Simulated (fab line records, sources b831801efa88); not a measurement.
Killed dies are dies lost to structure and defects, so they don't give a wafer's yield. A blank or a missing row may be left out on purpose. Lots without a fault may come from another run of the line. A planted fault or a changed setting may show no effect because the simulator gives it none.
Chamber matching | flow gf180mcu | GF_V2_CMP_26 on cmp-01: 4 sister chambers
The step polishes, stops on SiO2, t overpolish 15 s, target thk 0 nm. 4 wafers are shown with their chamber, then 8 later ones without.

WAFERS WITH THEIR CHAMBER
wafer  | chamber | motor_current_A (A)
L302.6 | 2       | 9.8
L303.2 | 0       | 11.4
L303.4 | 1       | 10.9
L305.2 | 3       | 9.6

WAFERS WITHOUT THEIR CHAMBER
wafer  | motor_current_A (A)
L305.4 | 11.2
L305.5 | 11.6
L304.2 | 11.4
L304.5 | 11.6
L304.6 | 10.6
L307.1 | 10.8
L307.2 | 8.9
L307.4 | 10.3

WHICH CHAMBER EACH WENT THROUGH
wafer  | from the rows above               | in truth
L305.4 | can't be placed: 0 or 1           | 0
L305.5 | can't be placed: 0 or 1           | 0
L304.2 | can't be placed: 0 or 1           | 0
L304.5 | can't be placed: 0 or 1           | 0
L304.6 | can't be placed: 1 or 2 or 0      | 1
L307.1 | can't be placed: 1 or 0           | 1
L307.2 | can't be placed: 3 or 2           | 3
L307.4 | can't be placed: 2 or 1 or 3 or 0 | 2
Placed correctly: 0 of 8. Can't be placed from these rows: 8 (the true chamber is among the candidates in 8). Placed wrongly: 0.
How it was worked out, from the rows above alone: a wafer's distance from a chamber is the root of the sum, over the readings, of the square of ((its reading less the chamber's mean) divided by the reading's scatter). The wafer belongs to the nearest chamber; if the next one is less than 2 further off, it can't be placed. A chamber's mean is the mean of its shown wafers. The scatter: with one shown wafer a chamber, the root of the mean of the squares of how far each hidden wafer lies from its nearest shown one.
